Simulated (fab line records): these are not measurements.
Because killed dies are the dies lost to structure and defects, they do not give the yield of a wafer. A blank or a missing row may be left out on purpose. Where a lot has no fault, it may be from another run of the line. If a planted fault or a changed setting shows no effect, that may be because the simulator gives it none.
What tool caused it? + flow gf180mcu + 24 lots, 72 wafers sampled, at 3 steps of a route of 602

## WHAT THE GAUGES READ, wafer by wafer
GF_HV_LDD_TW_MEAS_50.
| lot  | measured     | on           | HV_LDD_4_TW       |
|------|--------------|--------------|-------------------|
| L074 | day 12 11:49 | filmMetro-02 | 567.8 567.5 564.8 |
| L075 | day 12 21:25 | filmMetro-02 | 565.9 567.1 569.3 |
| L076 | day 13 01:46 | filmMetro-02 | 566.6 565.4 565.0 |
| L077 | day 13 12:44 | filmMetro-03 | 562.4 564.3 566.0 |
| L078 | day 13 18:23 | filmMetro-02 | 564.7 565.7 566.0 |
| L079 | day 13 21:55 | filmMetro-03 | 565.3 566.1 565.9 |
| L080 | day 14 07:46 | filmMetro-01 | 567.9 569.6 571.5 |
| L081 | day 14 19:35 | filmMetro-02 | 566.4 567.6 566.2 |
| L082 | day 14 22:46 | filmMetro-02 | 563.8 563.2 562.2 |
| L083 | day 15 07:09 | filmMetro-01 | 569.2 569.0 572.8 |
| L084 | day 15 21:52 | filmMetro-02 | 565.4 568.5 565.6 |
| L085 | day 16 02:10 | filmMetro-02 | 570.5 567.3 567.4 |
| L086 | day 16 11:33 | filmMetro-02 | 569.6 569.0 570.8 |
| L087 | day 16 17:34 | filmMetro-01 | 568.4 571.3 572.3 |
| L088 | day 17 02:11 | filmMetro-03 | 568.4 569.7 566.4 |
| L089 | day 17 12:22 | filmMetro-01 | 572.3 570.8 574.2 |
| L090 | day 17 23:37 | filmMetro-02 | 569.4 567.4 569.9 |
| L092 | day 18 20:10 | filmMetro-01 | 569.2 566.9 567.6 |
| L091 | day 18 21:05 | filmMetro-01 | 571.2 567.9 567.3 |
| L093 | day 19 07:33 | filmMetro-02 | 565.8 566.4 567.0 |
| L094 | day 19 11:05 | filmMetro-02 | 566.0 566.8 563.7 |
| L095 | day 19 18:59 | filmMetro-03 | 570.5 571.2 569.0 |
| L097 | day 20 06:13 | filmMetro-01 | 567.7 566.5 564.8 |
| L096 | day 20 08:21 | filmMetro-02 | 569.1 569.6 566.3 |

GF_SAB_THK_MEAS_01.
| lot  | measured     | on           | SAB_CVD_00_THK (nm) |
|------|--------------|--------------|---------------------|
| L074 | day 14 08:31 | filmMetro-04 | 49.6 49.7 50.1      |
| L075 | day 14 17:46 | filmMetro-03 | 48.9 49.1 49.5      |
| L076 | day 14 23:19 | filmMetro-04 | 49.3 49.6 50.3      |
| L077 | day 15 12:46 | filmMetro-01 | 49.8 50.0 49.6      |
| L078 | day 15 16:35 | filmMetro-04 | 49.9 49.3 50.0      |
| L079 | day 15 20:37 | filmMetro-04 | 48.5 49.7 49.6      |
| L080 | day 16 06:40 | filmMetro-04 | 48.8 49.7 50.0      |
| L081 | day 16 20:07 | filmMetro-03 | 49.8 49.5 49.8      |
| L082 | day 16 21:35 | filmMetro-01 | 49.9 49.2 51.2      |
| L083 | day 17 07:47 | filmMetro-04 | 49.6 49.8 50.3      |
| L084 | day 17 23:01 | filmMetro-01 | 49.8 50.0 50.7      |
| L085 | day 18 03:22 | filmMetro-03 | 49.0 49.4 49.7      |
| L086 | day 18 13:33 | filmMetro-03 | 49.8 49.9 49.5      |
| L087 | day 18 20:19 | filmMetro-01 | 49.5 49.3 49.1      |
| L088 | day 19 06:34 | filmMetro-03 | 50.8 50.1 50.2      |
| L089 | day 19 15:41 | filmMetro-03 | 50.3 51.4 51.2      |
| L090 | day 20 03:07 | filmMetro-04 | 50.4 50.2 50.0      |
| L092 | day 21 04:31 | filmMetro-04 | 50.1 50.0 51.2      |
| L091 | day 21 03:58 | filmMetro-01 | 49.6 49.9 50.4      |
| L093 | day 21 12:24 | filmMetro-01 | 49.9 50.0 50.8      |
| L094 | day 21 15:02 | filmMetro-04 | 50.5 51.3 50.2      |
| L095 | day 21 22:49 | filmMetro-03 | 50.4 50.2 50.0      |
| L097 | day 22 09:13 | filmMetro-04 | 50.0 50.9 51.1      |
| L096 | day 22 11:43 | filmMetro-01 | 50.4 51.0 50.7      |

## TOOL THAT RAN EACH LOT (tool first, then ch and the chambers of the sampled wafers, then the start)
| lot  | GF_HV_LDD_ETCHBACK_58             |
|------|-----------------------------------|
| L074 | rieDiel-03 ch 2,3, day 12 15:57   |
| L075 | rieDiel-03 ch 0,1,3, day 13 00:21 |
| L076 | rieDiel-03 ch 0,2,3, day 13 04:36 |
| L077 | rieDiel-03 ch 0,1,2, day 13 16:54 |
| L078 | rieDiel-03 ch 0,3, day 13 21:15   |
| L079 | rieDiel-01 ch 0,3, day 14 01:30   |
| L080 | rieDiel-03 ch 1,2,3, day 14 10:38 |
| L081 | rieDiel-03 ch 1,2,3, day 14 23:55 |
| L082 | rieDiel-04 ch 2,3, day 15 01:49   |
| L083 | rieDiel-03 ch 1,2,3, day 15 11:04 |
| L084 | rieDiel-03 ch 2,3, day 16 00:42   |
| L085 | rieDiel-01 ch 0,1,3, day 16 05:04 |
| L086 | rieDiel-03 ch 1,2, day 16 14:24   |
| L087 | rieDiel-01 ch 0,1,2, day 16 20:26 |
| L088 | rieDiel-01 ch 0,1,3, day 17 06:17 |
| L089 | rieDiel-04 ch 2,3, day 17 15:16   |
| L090 | rieDiel-01 ch 1,2,3, day 18 02:29 |
| L092 | rieDiel-01 ch 0,1, day 19 02:34   |
| L091 | rieDiel-04 ch 0,1,2, day 19 02:34 |
| L093 | rieDiel-04 ch 0,1,2, day 19 10:24 |
| L094 | rieDiel-01 ch 0,1, day 19 13:56   |
| L095 | rieDiel-01 ch 0,1,2, day 19 21:51 |
| L097 | rieDiel-04 ch 0,1,2, day 20 09:07 |
| L096 | rieDiel-03 ch 1,2, day 20 11:43   |
- GF_HV_LDD_ETCHBACK_58: etches Si3N4 in CH3F/O2, stops on SiO2, time 100 s, target depth 90 nm.

## WHAT THE TOOLS THEMSELVES READ (means of the sampled wafers that have a number; where no wafer has one, the mark that the record gives instead)
GF_HV_LDD_ETCHBACK_58.
| lot  | tool       | drypumpMotorCurrentA (A) | oesProductAu (a.u.) | rfFwdPowerW (W) | throttleValvePct (%) |
|------|------------|--------------------------|---------------------|-----------------|----------------------|
| L074 | rieDiel-03 | 5.3                      | 0.841               | 399.1           | 10.557               |
| L075 | rieDiel-03 | 5.1                      | 0.840               | 397.3           | 10.557               |
| L076 | rieDiel-03 | 5.4                      | 0.840               | 398.1           | 10.559               |
| L077 | rieDiel-03 | 5.3                      | 0.839               | 398.8           | 10.560               |
| L078 | rieDiel-03 | 5.3                      | 0.840               | 397.0           | 10.558               |
| L079 | rieDiel-01 | 5.9                      | 0.841               | 397.3           | 10.566               |
| L080 | rieDiel-03 | 5.2                      | 0.843               | 397.8           | 10.563               |
| L081 | rieDiel-03 | 5.1                      | 0.845               | 396.6           | 10.562               |
| L082 | rieDiel-04 | 5.4                      | 0.856               | 399.6           | 10.570               |
| L083 | rieDiel-03 | 5.1                      | 0.844               | 397.9           | 10.564               |
| L084 | rieDiel-03 | 5.4                      | 0.848               | 397.2           | 10.563               |
| L085 | rieDiel-01 | 5.7                      | 0.839               | 397.7           | 10.559               |
| L086 | rieDiel-03 | 5.3                      | 0.842               | 398.1           | 10.559               |
| L087 | rieDiel-01 | 5.3                      | 0.849               | 397.6           | 10.557               |
| L088 | rieDiel-01 | 5.7                      | 0.845               | 397.4           | 10.560               |
| L089 | rieDiel-04 | 5.3                      | 0.836               | 397.4           | 10.559               |
| L090 | rieDiel-01 | 5.4                      | 0.844               | 398.0           | 10.568               |
| L092 | rieDiel-01 | 5.6                      | 0.853               | 399.0           | 10.566               |
| L091 | rieDiel-04 | 5.7                      | 0.846               | 396.1           | 10.573               |
| L093 | rieDiel-04 | 5.7                      | 0.853               | 397.1           | 10.566               |
| L094 | rieDiel-01 | 5.4                      | 0.860               | 397.5           | 10.559               |
| L095 | rieDiel-01 | 5.3                      | 0.844               | 397.7           | 10.564               |
| L097 | rieDiel-04 | 5.7                      | 0.844               | 397.9           | 10.566               |
| L096 | rieDiel-03 | 5.3                      | 0.855               | 397.0           | 10.548               |

## THE ANSWER, worked out from the rows above alone
Rule: the lots themselves supply what counts as usual. Put in order of their means at a reading, lots are off if they are a third of the lots or fewer, leave a main group of 4 or more, and stand apart from it by a gap of 3 or more times the standard deviation of the main group's means; of several such gaps the widest counts. The tables above print the reading to a certain number of digits; a main group whose means all agree to those digits is not used. A lot without any number at a reading at which 4 lots or more have one is off too. Any other lot the step has rows for is counted as sound. Order of review: gauges by route order, followed by the tools' own readings, for which a lot's mean as printed above is used. The first step at which some lot is off is used, and at that step the reading that is off furthest; a lot without a number counts as furthest.
None of the lots is off at any reading shown; this tells nothing.

## WHAT WAS PUT IN BY THE SIMULATOR
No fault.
